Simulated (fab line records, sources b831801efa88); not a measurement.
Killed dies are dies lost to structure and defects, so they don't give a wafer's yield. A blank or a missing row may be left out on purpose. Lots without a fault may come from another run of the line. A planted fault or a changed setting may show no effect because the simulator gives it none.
A struck lot beside a sound one | flow sky130 | 36 steps out of a route of 708
Sound: wafers L151.1, L151.2, L151.5. Struck: wafers L139.1, L139.2, L139.6. The cause comes at the end.
At each step with rows: each side's tool, then ch and its chambers, then its first start. Under that, the readings that differ: sound wafers | struck wafers | difference of the means | sigmas: that difference in standard deviations of wafers without a fault.
alike: readings whose means differ by less than 2 such deviations, and words and numbers that are the same on both sides. not compared: withheld readings, readings that some wafer has no value for, bounds like >300 that may hide the same value, and numbers for which the record gives no deviation and whose values overlap.
The two part at a step that has a row with sigmas, a row that says differs or no value, or rows on one side only. Numbers that don't overlap but have no deviation are shown without sigmas and don't part them. A reading that every wafer of one side lacks parts them only if that side has two wafers or more.

first, 10 steps without rows for these wafers: SKY_POLY_CUT_ETCH_10 (etches BARC in N2/H2, stops on SiO2, time 45.9 s, target depth 60 nm); SKY_POLY_CUT_ETCH_11 (etches Si3N4 in CF4/CH2F2/Ar, stops on poly-Si, time 42.5 s, target depth 60 nm); SKY_POLY_CUT_STRIP_12 (strips in O2/N2); SKY_SD_P_DEHYDRATE_00 (time 60 s); SKY_SD_P_HMDS_01 (prime time 60 s); SKY_SD_P_COAT_02 (resist thk 1140 nm); SKY_SD_P_SOFTBAKE_03 (time 60 s); SKY_SD_P_EXPOSE_04 (exposes mask PSDM, target cd 380 nm); SKY_SD_P_PEB_05; SKY_SD_P_DEVELOP_06 (develop time 60 s).
SKY_SD_P_IMPLANT_09:
  sound on implanter-02 ch 0, day 32 10:26; struck on implanter-02 ch 0, day 28 13:34
  reading       | sound                         | struck                        | difference | sigmas
  dose_ions_cm2 | 3.004e+15 3.001e+15 3.002e+15 | 2.423e+15 2.421e+15 2.425e+15 | -5.793e+14 | -99 or more
SKY_SD_P_STRIP_10: strips in O2/N2.
  sound on plasma_asher-01 ch 0,1, day 32 10:35; struck on plasma_asher-03 ch 0,1, day 28 13:43
  reading                      | sound             | struck            | difference | sigmas
  strip_time_to_endpoint_s (s) | 17.47 17.45 17.52 | 17.10 17.10 17.08 | -0.39      | -9
  alike: drypump_motor_current_A, oes_product_au
  not compared: rf_hours_counter_h
SKY_SD_P_TW_MEAS_11:
  sound on film_metro-03, day 32 10:41; struck on film_metro-03, day 28 13:49
  reading | sound          | struck         | difference | sigmas
  SD_P_TW | 2877 2883 2876 | 2765 2741 2765 | -122       | -5
then, 21 steps without rows for these wafers: SKY_RES_XHIGH_DEHYDRATE_00 (time 60 s); SKY_RES_XHIGH_HMDS_01 (prime time 60 s); SKY_RES_XHIGH_COAT_02 (resist thk 1140 nm); SKY_RES_XHIGH_SOFTBAKE_03 (time 60 s); SKY_RES_XHIGH_EXPOSE_04 (exposes mask URPM, target cd 1270 nm); SKY_RES_XHIGH_PEB_05; SKY_RES_XHIGH_DEVELOP_06 (develop time 60 s); SKY_RES_XHIGH_IMPLANT_07; SKY_RES_XHIGH_STRIP_08 (strips in O2/N2); SKY_SD_N_DEHYDRATE_00 (time 60 s); SKY_SD_N_HMDS_01 (prime time 60 s); SKY_SD_N_COAT_02 (resist thk 1140 nm); SKY_SD_N_SOFTBAKE_03 (time 60 s); SKY_SD_N_EXPOSE_04 (exposes mask NSDM, target cd 380 nm); SKY_SD_N_PEB_05; SKY_SD_N_DEVELOP_06 (develop time 60 s); SKY_SD_N_IMPLANT_09; SKY_SD_N_IMPLANT_10; SKY_SD_N_STRIP_11 (strips in O2/N2); SKY_SD_N_CLEAN_13 (cleans in SC1/SC2, time 150 s); SKY_SD_N_RTA_14 (time 2 s).
-- the record jumps here: 2 days lie between the struck wafers' starts before and after --
SKY_SD_N_RS_MEAS_17: measures by four-point-probe.
  sound on film_metro-02, day 34 15:28; struck on film_metro-04, day 30 19:04
  reading          | sound             | struck            | difference | sigmas
  SD_P_RS (ohm/sq) | 146.6 146.3 146.5 | 150.5 150.7 150.5 | +4.1       | +9
-- the record jumps here: 17 days lie between the struck wafers' starts before and after (it left off in module SD_N and takes up again in module PAD_OPEN, whose first step shown is number 708 of the route) --
SKY_PAD_OPEN_PROBE_99:
  sound on prober-02, day 50 13:44; struck on prober-01, day 47 20:22
  reading                             | sound             | struck            | difference | sigmas
  killed_at_front_end                 | 16 22 20          | 7 9 12            | -10        | -2
  model.etest.res_high_po.line_ohm_um | 763.8 750.2 722.6 | 886 879.2 842.2   | +124       |
  model.etest.licon_high_po.rc_ohm    | 350.5 367.7 343.9 | 464.9 487.6 457.1 | +115.8     |
  model.etest.res_pdiff.line_ohm_um   | 1405 1399 1386    | 1413 1457 1440    | +40        |
  model.etest.licon_pdiff.rc_ohm      | 569.3 588 541.4   | 621.5 651.5 636.2 | +70.2      |
  model.etest.res_high_po.rs_ohm_sq   | 260 259.5 256.4   | 305.5 308.9 298.6 | +45.7      |
  model.etest.res_pdiff_hv.rs_ohm_sq  | 188.1 188.8 188.2 | 201 200.3 199.3   | +12        |
  model.etest.res_pdiff.rs_ohm_sq     | 196.4 195.5 193.8 | 206.4 208.8 207   | +12.2      |
  alike: killed_at_M0_to_M3, killed_at_M4_up, killed_at_contacts, killed_at_other, killed_dies, killed_open, killed_short

WHERE THEY PART
First at SKY_SD_P_IMPLANT_09; last, within this record, at SKY_PAD_OPEN_PROBE_99.

WHY: what the simulator had put in
Process parameter drift: implanter-02, from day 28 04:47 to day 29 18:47, at SKY_SD_P_IMPLANT_09. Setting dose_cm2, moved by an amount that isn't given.
